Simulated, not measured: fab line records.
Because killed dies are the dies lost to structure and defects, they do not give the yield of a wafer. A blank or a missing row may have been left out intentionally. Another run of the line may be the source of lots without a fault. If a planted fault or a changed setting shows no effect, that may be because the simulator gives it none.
fab line records	flow sky130	part 1 of 2: steps 1 to 29 of 41
[record] lots = 5	wafers = 15	last_day = 49
route steps=708 shown SONOS_ONO@182 GATE_OXIDE@187 POLY_GATE@204 RES_PROTECT@206
lots untouched by any fault: they come from a run of this same line in which no faults occurred
start_h: start of the lot's first displayed wafer, in hours after the record's first day	wait_h: hours elapsed since this lot's preceding step	" repeats the value in the row above	L1.1+2: a single row standing in for several wafers	- no value, or no start given	* or withheld: withheld	< > ~ a bound
route shown NAME@n: NAME is a module with steps in the file, n the number in the route of the first one	usual: average and standard deviation across the fault-free wafers	same: alike in all rows	chamber/n: place in a boat	sites: per-site readings	_std_site: standard deviation of those values	_edge_site: inner sites' mean taken away from outer sites' mean	radius_mm: for every site, how far away it sits from the centre of the wafer	mask NAME#n: copy n	behind: the tool/chamber that last shaped the wafer	hold: cause of the lot's hold/its duration in hours/its outcome	device: names the non-switching transistor (n, p or np)	end of line: at the end of the route, the tests of the same wafers	a step without rows: its recipe alone	killed: dies that structure and defects cost at the first sort, which is not the same as the wafer's yield	map: the dies of a wafer, with x for killed, . for not killed, _ for no die there
set.NAME: the setting the step ran with; set.NAME@STEP: the setting that earlier step ran with	model.NAME: the simulator's own value behind a step, which no gauge read
a table for each step, a row for each wafer; lots at some steps of the route
services: when a tool's chamber went out of use (start_h, in hours from the record's first day, below 0 if earlier), for how many hours, and the reason
[[steps]]
[step SKY_SONOS_ONO_OVL_MEAS_14]
[usual] SONOS_ONO_OVL = 1.0/1.3
lot.wafer	tool	chamber	start_h	wait_h	SONOS_ONO_OVL[nm]
L076.3	overlay-02	-	294.88	0.1	1.3
L076.5	"	-	"	"	-1.3
L076.6	"	-	"	"	-2.0
L081.2	overlay-01	-	350.34	0.1	1.9
L081.4	"	-	"	"	0.0
L081.5	"	-	"	"	1.2
L091.3	overlay-02	-	426.42	0.1	1.6
L091.5	"	-	"	"	1.7
L091.6	"	-	"	"	1.8
L093.1	overlay-01	-	440.26	0.1	0.2
L093.4	"	-	"	"	2.4
L093.5	"	-	"	"	0.8
L095.1	overlay-01	-	453.28	0.1	2.5
L095.4	"	-	"	"	1.3
L095.5	"	-	"	"	-0.1
[step SKY_SONOS_ONO_ETCH_15]
[recipe] target_depth_nm = 19.52	chemistry = CHF3/O2	source_w = 600	bias_w = 200	pressure_mtorr = 40	chf3_flow_sccm = 50	O2_flow_sccm = 5	time_s = 7.8
[usual] chf3_flow_sccm = 49.98/0.15	drypump_motor_current_A = 6.0/0.45	oes_product_au = 1.005/0.012	throttle_valve_pct = 8.824/0.01
lot.wafer	tool	chamber	start_h	wait_h	chf3_flow_sccm	drypump_motor_current_A	oes_product_au	rf_hours_counter_h	throttle_valve_pct
L076.3	rie_diel-02	3	294.91	0.0	50.07	6.4	1.013	25	8.826
L076.5	"	2	"	"	49.97	6.3	1.011	-	8.825
L076.6	"	3	"	"	50.08	6.3	1.007	-	8.816
L081.2	rie_diel-02	0	350.37	0.0	49.67	5.6	0.996	10	8.824
L081.4	"	2	"	"	49.90	6.3	1.007	6	8.828
L081.5	"	1	"	"	50.11	6.1	1.000	-	8.833
L091.3	rie_diel-02	1	426.44	0.0	49.96	6.1	1.010	10	8.826
L091.5	"	0	"	"	50.13	5.6	1.006	-	8.824
L091.6	"	3	"	"	50.20	6.4	1.015	-	8.835
L093.1	rie_diel-02	2	440.29	0.0	49.92	6.3	1.004	8	8.836
L093.4	"	1	"	"	49.73	6.1	1.000	-	8.823
L093.5	"	0	"	"	49.88	5.6	1.004	-	8.817
L095.1	rie_diel-04	3	453.32	0.0	50.02	6.5	0.994	42	8.839
L095.4	"	3	"	"	49.67	6.5	0.993	-	8.814
L095.5	"	0	"	"	50.05	5.6	1.022	-	8.831
[step SKY_SONOS_ONO_WET_ETCH_16]
[recipe] chemistry = dHF	target_depth_nm = 14	dry = n2_spin	target = SiO2	dilution = 100:1	temp_c = 25	time_s = 280
lot.wafer	tool	chamber	start_h	wait_h
L076.3+5+6	wet_bench-04	1	294.93	0.0
L081.2+4+5	wet_bench-03	0	350.39	0.0
L091.3+5+6	wet_bench-03	1	426.46	0.0
L093.1+4+5	wet_bench-02	2	440.31	0.0
L095.1+4+5	wet_bench-04	0	453.34	0.0
[step SKY_SONOS_ONO_STRIP_17]
[recipe] chemistry = O2/N2	power_w = 1400	pressure_mtorr = 1500	platen_temp_c = withheld	o2_flow_sccm = 3000	n2_flow_sccm = 300	overash_fraction = 0.5
[usual] drypump_motor_current_A = 5.6/0.45	oes_product_au = 0.709/0.0041	strip_time_to_endpoint_s = 14.11/0.042
lot.wafer	tool	chamber	start_h	wait_h	drypump_motor_current_A	oes_product_au	rf_hours_counter_h	strip_time_to_endpoint_s
L076.3	plasma_asher-03	0	295.06	0.0	5.0	0.719	-	14.11
L076.5	"	1	"	"	5.9	0.707	-	14.07
L076.6	"	0	"	"	5.0	0.709	-	14.09
L081.2	plasma_asher-03	0	350.48	0.0	5.0	0.709	51	14.12
L081.4	"	1	"	"	5.8	0.706	-	14.06
L081.5	"	0	"	"	5.0	0.704	-	14.09
L091.3	plasma_asher-01	0	426.59	0.0	5.7	0.710	-	14.12
L091.5	"	1	"	"	6.2	0.708	-	14.11
L091.6	"	0	"	"	5.7	0.714	-	14.10
L093.1	plasma_asher-03	0	440.41	0.0	5.0	0.702	60	14.17
L093.4	"	0	"	"	5.0	0.706	-	14.16
L093.5	"	0	"	"	4.9	0.711	-	14.22
L095.1	plasma_asher-03	0	453.43	0.0	5.0	0.708	62	14.12
L095.4	"	1	"	"	5.9	0.715	-	14.11
L095.5	"	1	"	"	5.9	0.704	-	14.12
[step SKY_SONOS_ONO_WET_ETCH_18]
[recipe] chemistry = H3PO4	target_depth_nm = 15	target = Si3N4	temp_c = 160	time_s = 172
lot.wafer	tool	chamber	start_h	wait_h
L076.3+5+6	wet_bench-03	1	295.12	0.0
L081.2+4+5	wet_bench-03	0	350.62	0.1
L091.3+5+6	wet_bench-02	1	426.66	0.0
L093.1+4+5	wet_bench-04	3	440.51	0.1
L095.1+4+5	wet_bench-02	0	453.53	0.1
[step SKY_GATE_OXIDE_CLEAN_00]
[recipe] chemistry = SC1/SC2	mix = 1:4:20	temp_c = 70	time_s = 150	dry = n2_spin
lot.wafer	tool	chamber	start_h	wait_h
L076.3+5+6	wet_bench-04	1	295.18	0.0
L081.2+4+5	wet_bench-04	3	350.67	0.0
L091.3+5+6	wet_bench-04	1	426.71	0.0
L093.1+4+5	wet_bench-02	2	440.56	0.0
L095.1+4+5	wet_bench-04	0	453.58	0.0
[step SKY_GATE_OXIDE_OXIDATION_01]
[recipe] temp_c = 900	ambient = O2	stabilise_s = 600	purge_s = 300	target_thk_a = 102.68	ox_time_s = 1473
[usual] spike_tc_centre_C = 899.5/0.98	tube_center_temp_C = 900.01/0.083	tube_center_temp_C_max = 902.3/0.34	zone_power_centre_pct = 18.8/0.8
[same] stabilise_s = 600
lot.wafer	tool	chamber	start_h	wait_h	spike_tc_centre_C	tube_center_temp_C	tube_center_temp_C_max	zone_power_centre_pct
L076.3	furnace-02	0	296.15	0.9	898.9	900.02	902.5	19.6
L076.5	"	0	"	"	899.2	899.89	901.8	19.7
L076.6	"	0	"	"	897.8	899.98	902.4	19.4
L081.2	furnace-01	0	351.63	0.9	900.1	899.96	903.6	17.9
L081.4	"	0	"	"	901.0	899.99	902.3	17.6
L081.5	"	0	"	"	901.1	899.97	902.7	18.2
L091.3	furnace-02	0	426.99	0.2	900.9	900.05	902.2	19.7
L091.5	"	0	"	"	900.6	900.12	902.4	19.6
L091.6	"	0	"	"	898.7	900.02	902.2	19.4
L093.1	furnace-02	0	440.62	0.0	898.0	900.06	901.9	19.6
L093.4	"	0	"	"	899.4	899.85	902.3	19.6
L093.5	"	0	"	"	898.2	900.12	902.6	19.6
L095.1	furnace-02	0	453.63	0.0	898.4	899.96	902.2	19.5
L095.4	"	0	"	"	900.8	900.02	902.6	19.3
L095.5	"	0	"	"	897.6	900.13	902.4	19.5
[step SKY_GATE_OXIDE_THK_MEAS_02]
[recipe] reads = SiO2_of_GATE_OXIDE_OXIDATION_01
[usual] GATE_OXIDE_OXIDATION_00_THK = 10.39/0.23
lot.wafer	tool	chamber	start_h	wait_h	GATE_OXIDE_OXIDATION_00_THK[nm]
L076.3	film_metro-04	-	297.58	0.0	10.43
L076.5	"	-	"	"	10.51
L076.6	"	-	"	"	10.62
L081.2	film_metro-01	-	353.05	0.0	10.11
L081.4	"	-	"	"	10.18
L081.5	"	-	"	"	10.29
L091.3	film_metro-01	-	428.42	0.0	10.26
L091.5	"	-	"	"	10.14
L091.6	"	-	"	"	10.22
L093.1	film_metro-04	-	442.03	0.0	10.37
L093.4	"	-	"	"	10.35
L093.5	"	-	"	"	10.27
L095.1	film_metro-01	-	455.04	0.0	10.46
L095.4	"	-	"	"	10.29
L095.5	"	-	"	"	10.51
[step SKY_GATE_OXIDE_DEHYDRATE_03]
[recipe] temp_c = 200	time_s = 60
lot.wafer	tool	chamber	start_h	wait_h
L076.3+5+6	litho_track-02	0	309.40	11.8
L081.2+4+5	litho_track-03	0	366.28	13.2
L091.3+5+6	litho_track-02	0	442.95	14.5
L093.1+4+5	litho_track-01	0	456.34	14.3
L095.1+4+5	litho_track-01	0	469.64	14.6
[step SKY_GATE_OXIDE_HMDS_04]
[recipe] prime_time_s = 60	prime_temp_c = 120
[usual] prime_temp_c = 120.02/0.13
lot.wafer	tool	chamber	start_h	wait_h	prime_temp_c
L076.3	litho_track-02	0	309.55	0.1	120.13
L076.5	"	0	"	"	119.94
L076.6	"	0	"	"	120.03
L081.2	litho_track-03	0	366.43	0.1	120.17
L081.4	"	0	"	"	120.01
L081.5	"	0	"	"	120.05
L091.3	litho_track-02	0	443.10	0.1	120.03
L091.5	"	0	"	"	120.00
L091.6	"	0	"	"	120.20
L093.1	litho_track-01	0	456.49	0.1	120.08
L093.4	"	0	"	"	120.03
L093.5	"	0	"	"	119.92
L095.1	litho_track-01	0	469.79	0.1	120.02
L095.4	"	0	"	"	119.89
L095.5	"	0	"	"	119.82
[step SKY_GATE_OXIDE_COAT_05]
[recipe] resist = NOVOLAK	spin_rpm = 3000	resist_thk_nm = 1140
lot.wafer	tool	chamber	start_h	wait_h
L076.3+5+6	litho_track-02	0	309.70	0.1
L081.2+4+5	litho_track-03	0	366.58	0.1
L091.3+5+6	litho_track-02	0	443.25	0.1
L093.1+4+5	litho_track-01	0	456.64	0.1
L095.1+4+5	litho_track-01	0	469.94	0.1
[step SKY_GATE_OXIDE_SOFTBAKE_06]
[recipe] temp_c = 90	time_s = 60	resist = NOVOLAK
lot.wafer	tool	chamber	start_h	wait_h
L076.3+5+6	litho_track-02	0	309.85	0.1
L081.2+4+5	litho_track-03	0	366.73	0.1
L091.3+5+6	litho_track-02	0	443.40	0.1
L093.1+4+5	litho_track-01	0	456.79	0.1
L095.1+4+5	litho_track-01	0	470.09	0.1
[step SKY_GATE_OXIDE_EXPOSE_07]
[recipe] mask_id = LVOM	na = 0.6	source_shape = conventional	sigma_outer = 0.6	polarization = unpolarized	target_cd_nm = 600	dose_mj = 170
[same] na = 0.6
lot.wafer	tool	chamber	start_h	wait_h	mask
L076.3+5+6	iline_stepper-01	0	-	-	LVOM#0
L081.2+4+5	iline_stepper-01	0	-	-	LVOM#0
L091.3+5+6	iline_stepper-01	0	-	-	LVOM#0
L093.1+4+5	iline_stepper-02	0	-	-	LVOM#0
L095.1+4+5	iline_stepper-01	0	-	-	LVOM#0
[step SKY_GATE_OXIDE_PEB_08]
[recipe] temp_c = withheld	time_s = *	resist = NOVOLAK
lot.wafer	tool	chamber	start_h	wait_h
L076.3+5+6	litho_track-01	0	-	-
L081.2+4+5	litho_track-02	0	-	-
L091.3+5+6	litho_track-01	0	-	-
L093.1+4+5	litho_track-01	0	-	-
L095.1+4+5	litho_track-02	0	-	-
[step SKY_GATE_OXIDE_DEVELOP_09]
[recipe] resist = NOVOLAK	developer = TMAH	develop_time_s = 60	dev_temp_c = 23
[usual] developer_temp_C = 23.00/0.11
lot.wafer	tool	chamber	start_h	wait_h	developer_temp_C
L076.3	litho_track-01	0	323.34	0.1	22.99
L076.5	"	0	"	"	22.84
L076.6	"	0	"	"	22.87
L081.2	litho_track-02	0	380.63	0.1	22.91
L081.4	"	0	"	"	22.80
L081.5	"	0	"	"	23.00
L091.3	litho_track-01	0	458.34	0.1	22.98
L091.5	"	0	"	"	23.05
L091.6	"	0	"	"	23.02
L093.1	litho_track-01	0	471.64	0.1	23.02
L093.4	"	0	"	"	22.96
L093.5	"	0	"	"	22.96
L095.1	litho_track-02	0	485.10	0.1	23.14
L095.4	"	0	"	"	23.11
L095.5	"	0	"	"	23.28
[step SKY_GATE_OXIDE_OVL_MEAS_10]
[usual] GATE_OXIDE_OVL = 0.3/1.6
lot.wafer	tool	chamber	start_h	wait_h	GATE_OXIDE_OVL[nm]
L076.3	overlay-02	-	323.45	0.1	1.3
L076.5	"	-	"	"	0.6
L076.6	"	-	"	"	1.1
L081.2	overlay-02	-	380.76	0.1	2.2
L081.4	"	-	"	"	-0.4
L081.5	"	-	"	"	1.1
L091.3	overlay-01	-	458.45	0.1	1.1
L091.5	"	-	"	"	5.2
L091.6	"	-	"	"	3.2
L093.1	overlay-02	-	471.79	0.1	0.0
L093.4	"	-	"	"	-2.1
L093.5	"	-	"	"	-0.4
L095.1	overlay-01	-	485.25	0.1	1.2
L095.4	"	-	"	"	0.0
L095.5	"	-	"	"	2.1
[step SKY_GATE_OXIDE_IMPLANT_11]
[recipe] species = B	energy_kev = 10	dose_cm2 = 2.6e+12	tilt_deg = withheld
lot.wafer	tool	chamber	start_h	wait_h
L076.3+5+6	implanter-03	0	323.52	0.1
L081.2+4+5	implanter-03	0	380.81	0.0
L091.3+5+6	implanter-04	0	458.52	0.1
L093.1+4+5	implanter-02	0	471.82	0.0
L095.1+4+5	implanter-04	0	485.29	0.0
[step SKY_GATE_OXIDE_WET_ETCH_12]
[recipe] chemistry = dHF	target_depth_nm = 16.8	dry = n2_spin	target = SiO2	dilution = 100:1	temp_c = 25	time_s = 336
lot.wafer	tool	chamber	start_h	wait_h
L076.3+5+6	wet_bench-03	2	323.62	0.1
L081.2+4+5	wet_bench-02	0	380.94	0.1
L091.3+5+6	wet_bench-03	2	458.62	0.1
L093.1+4+5	wet_bench-03	3	471.97	0.1
L095.1+4+5	wet_bench-02	2	485.44	0.1
[step SKY_GATE_OXIDE_STRIP_13]
[recipe] chemistry = O2/N2	power_w = 1400	pressure_mtorr = 1500	platen_temp_c = withheld	o2_flow_sccm = 3000	n2_flow_sccm = 300	overash_fraction = 0.5
[usual] drypump_motor_current_A = 5.6/0.42	oes_product_au = 0.716/0.0049	strip_time_to_endpoint_s = 14.19/0.034
lot.wafer	tool	chamber	start_h	wait_h	drypump_motor_current_A	oes_product_au	rf_hours_counter_h	strip_time_to_endpoint_s
L076.3	plasma_asher-03	1	323.76	0.0	5.9	0.708	-	14.29
L076.5	"	1	"	"	5.9	0.713	-	14.22
L076.6	"	0	"	"	5.0	0.714	-	14.21
L081.2	plasma_asher-03	1	381.05	0.0	5.9	0.724	54	14.17
L081.4	"	1	"	"	5.8	0.714	-	14.13
L081.5	"	0	"	"	5.0	0.713	-	14.17
L091.3	plasma_asher-03	1	458.76	0.0	5.8	0.716	-	14.14
L091.5	"	1	"	"	5.8	0.718	-	14.19
L091.6	"	0	"	"	5.0	0.710	-	14.17
L093.1	plasma_asher-03	1	472.07	0.0	5.9	0.719	64	14.23
L093.4	"	0	"	"	5.0	0.712	-	14.20
L093.5	"	1	"	"	5.9	0.720	-	14.17
L095.1	plasma_asher-04	0	485.54	0.0	5.8	0.715	34	14.21
L095.4	"	0	"	"	5.8	0.716	-	14.23
L095.5	"	1	"	"	5.3	0.719	-	14.25
[step SKY_GATE_OXIDE_TW_MEAS_14]
[usual] GATE_OXIDE_TW = 224.4/1.2
lot.wafer	tool	chamber	start_h	wait_h	GATE_OXIDE_TW
L076.3	film_metro-03	-	323.84	0.1	222.8
L076.5	"	-	"	"	223.2
L076.6	"	-	"	"	222.7
L081.2	film_metro-03	-	381.16	0.1	225.0
L081.4	"	-	"	"	223.8
L081.5	"	-	"	"	223.6
L091.3	film_metro-04	-	458.84	0.1	223.7
L091.5	"	-	"	"	222.2
L091.6	"	-	"	"	223.2
L093.1	film_metro-04	-	472.17	0.1	223.9
L093.4	"	-	"	"	222.9
L093.5	"	-	"	"	223.4
L095.1	film_metro-03	-	485.64	0.1	225.1
L095.4	"	-	"	"	224.7
L095.5	"	-	"	"	224.6
[step SKY_GATE_OXIDE_CLEAN_15]
[recipe] chemistry = SC1/SC2	mix = 1:4:20	temp_c = 70	time_s = 150	dry = n2_spin
lot.wafer	tool	chamber	start_h	wait_h
L076.3+5+6	wet_bench-04	2	323.88	0.0
L081.2+4+5	wet_bench-02	2	381.21	0.0
L091.3+5+6	wet_bench-04	0	458.88	0.0
L093.1+4+5	wet_bench-02	2	472.23	0.1
L095.1+4+5	wet_bench-03	1	485.70	0.1
[step SKY_GATE_OXIDE_OXIDATION_16]
[recipe] temp_c = 800	ambient = O2	idle_temp_c = 700	ramp_up_c_per_min = 10	ramp_down_c_per_min = 3	stabilise_s = 600	purge_s = 300	target_thk_a = 35.7	ox_time_s = 1915
[usual] spike_tc_centre_C = 799.7/0.96	tube_center_temp_C = 800/0.07	tube_center_temp_C_max = 802.0/0.34	zone_power_centre_pct = 14.6/0.6
[same] stabilise_s = 600
lot.wafer	tool	chamber	start_h	wait_h	spike_tc_centre_C	tube_center_temp_C	tube_center_temp_C_max	zone_power_centre_pct
L076.3	furnace-02	0	323.96	0.0	799.1	799.95	801.8	15.1
L076.5	"	0	"	"	799.6	799.97	801.9	15.5
L076.6	"	0	"	"	798.9	799.83	801.7	15.3
L081.2	furnace-01	0	384.81	3.5	799.7	799.93	801.8	14.1
L081.4	"	0	"	"	800.6	800.04	802.4	13.9
L081.5	"	0	"	"	798.3	800.12	802.2	14.3
L091.3	furnace-02	0	458.94	0.0	799.7	799.87	801.7	15.0
L091.5	"	0	"	"	800.7	800.12	802.1	15.4
L091.6	"	0	"	"	799.3	799.97	802.2	15.4
L093.1	furnace-02	0	472.28	0.0	800.8	799.95	801.9	15.2
L093.4	"	0	"	"	801.4	800.11	801.9	15.4
L093.5	"	0	"	"	800.1	799.84	802.0	15.4
L095.1	furnace-02	0	485.75	0.0	799.2	799.98	801.8	15.2
L095.4	"	0	"	"	800.2	800.06	802.0	15.4
L095.5	"	0	"	"	798.3	800	802.2	15.3
[step SKY_POLY_GATE_CVD_00]
[recipe] material = poly-Si	target_thk_nm = 180	temp_c = 620	time_s = 720	pressure_mtorr = 200
[usual] spike_tc_centre_C = 619.4/0.96	zone_power_centre_pct = 8.41/0.18
lot.wafer	tool	chamber	start_h	wait_h	spike_tc_centre_C	zone_power_centre_pct
L076.3	lpcvd-01	1	325.49	0.0	619.5	8.39
L076.5	"	1	"	"	619.0	8.24
L076.6	"	1	"	"	619.0	8.34
L081.2	lpcvd-01	1	386.34	0.0	619.4	8.26
L081.4	"	1	"	"	618.3	8.28
L081.5	"	1	"	"	619.4	8.19
L091.3	lpcvd-01	1	460.47	0.0	621.0	8.41
L091.5	"	1	"	"	620.4	8.39
L091.6	"	1	"	"	619.2	8.34
L093.1	lpcvd-01	0	473.81	0.0	619.1	8.66
L093.4	"	0	"	"	620.5	8.44
L093.5	"	0	"	"	618.3	8.66
L095.1	lpcvd-01	0	487.28	0.0	619.7	8.85
L095.4	"	0	"	"	618.4	8.69
L095.5	"	0	"	"	617.9	8.66
[step SKY_POLY_GATE_THK_MEAS_01]
[recipe] reads = poly-Si_of_POLY_GATE_CVD_00
[usual] POLY_GATE_CVD_00_THK = 179.7/1.5
lot.wafer	tool	chamber	start_h	wait_h	POLY_GATE_CVD_00_THK[nm]
L076.3	film_metro-04	-	327.31	0.0	177.8
L076.5	"	-	"	"	178.4
L076.6	"	-	"	"	177.7
L081.2	film_metro-01	-	387.55	0.0	178.3
L081.4	"	-	"	"	178.1
L081.5	"	-	"	"	179.5
L091.3	film_metro-01	-	461.69	0.0	179.6
L091.5	"	-	"	"	180.2
L091.6	"	-	"	"	180.3
L093.1	film_metro-01	-	475.01	0.0	179.1
L093.4	"	-	"	"	178.6
L093.5	"	-	"	"	180.4
L095.1	film_metro-04	-	488.48	0.0	180.3
L095.4	"	-	"	"	178.2
L095.5	"	-	"	"	179.2
[step SKY_RES_PROTECT_DEHYDRATE_00]
[recipe] temp_c = 200	time_s = 60
lot.wafer	tool	chamber	start_h	wait_h
L076.3+5+6	litho_track-01	0	340.39	13.1
L081.2+4+5	litho_track-01	0	401.21	13.6
L091.3+5+6	litho_track-04	0	476.21	14.5
L093.1+4+5	litho_track-03	0	489.61	14.6
L095.1+4+5	litho_track-04	0	503.71	15.2
[step SKY_RES_PROTECT_HMDS_01]
[recipe] prime_time_s = 60	prime_temp_c = 120
[usual] prime_temp_c = 120.04/0.12
lot.wafer	tool	chamber	start_h	wait_h	prime_temp_c
L076.3	litho_track-01	0	340.54	0.1	120.17
L076.5	"	0	"	"	120.17
L076.6	"	0	"	"	120.26
L081.2	litho_track-01	0	401.36	0.1	120.01
L081.4	"	0	"	"	119.76
L081.5	"	0	"	"	119.85
L091.3	litho_track-04	0	476.36	0.1	119.99
L091.5	"	0	"	"	119.98
L091.6	"	0	"	"	119.84
L093.1	litho_track-03	0	489.76	0.1	120.05
L093.4	"	0	"	"	119.85
L093.5	"	0	"	"	120.01
L095.1	litho_track-04	0	503.86	0.1	120.11
L095.4	"	0	"	"	120.22
L095.5	"	0	"	"	120.15
[step SKY_RES_PROTECT_COAT_02]
[recipe] resist = NOVOLAK	spin_rpm = 3000	resist_thk_nm = 1140
lot.wafer	tool	chamber	start_h	wait_h
L076.3+5+6	litho_track-01	0	340.69	0.1
L081.2+4+5	litho_track-01	0	401.51	0.1
L091.3+5+6	litho_track-04	0	476.51	0.1
L093.1+4+5	litho_track-03	0	489.91	0.1
L095.1+4+5	litho_track-04	0	504.01	0.1
[step SKY_RES_PROTECT_SOFTBAKE_03]
[recipe] temp_c = 90	time_s = 60	resist = NOVOLAK
lot.wafer	tool	chamber	start_h	wait_h
L076.3+5+6	litho_track-01	0	340.84	0.1
L081.2+4+5	litho_track-01	0	401.66	0.1
L091.3+5+6	litho_track-04	0	476.66	0.1
L093.1+4+5	litho_track-03	0	490.06	0.1
L095.1+4+5	litho_track-04	0	504.16	0.1
[step SKY_RES_PROTECT_EXPOSE_04]
[recipe] mask_id = RPM	na = 0.6	source_shape = conventional	sigma_outer = 0.6	polarization = unpolarized	target_cd_nm = 1270	dose_mj = 131
[same] na = 0.6
lot.wafer	tool	chamber	start_h	wait_h	mask
L076.3+5+6	iline_stepper-01	0	-	-	RPM#0
L081.2+4+5	iline_stepper-01	0	-	-	RPM#0
L091.3+5+6	iline_stepper-01	0	-	-	RPM#0
L093.1+4+5	iline_stepper-01	0	-	-	RPM#0
L095.1+4+5	iline_stepper-02	0	-	-	RPM#0
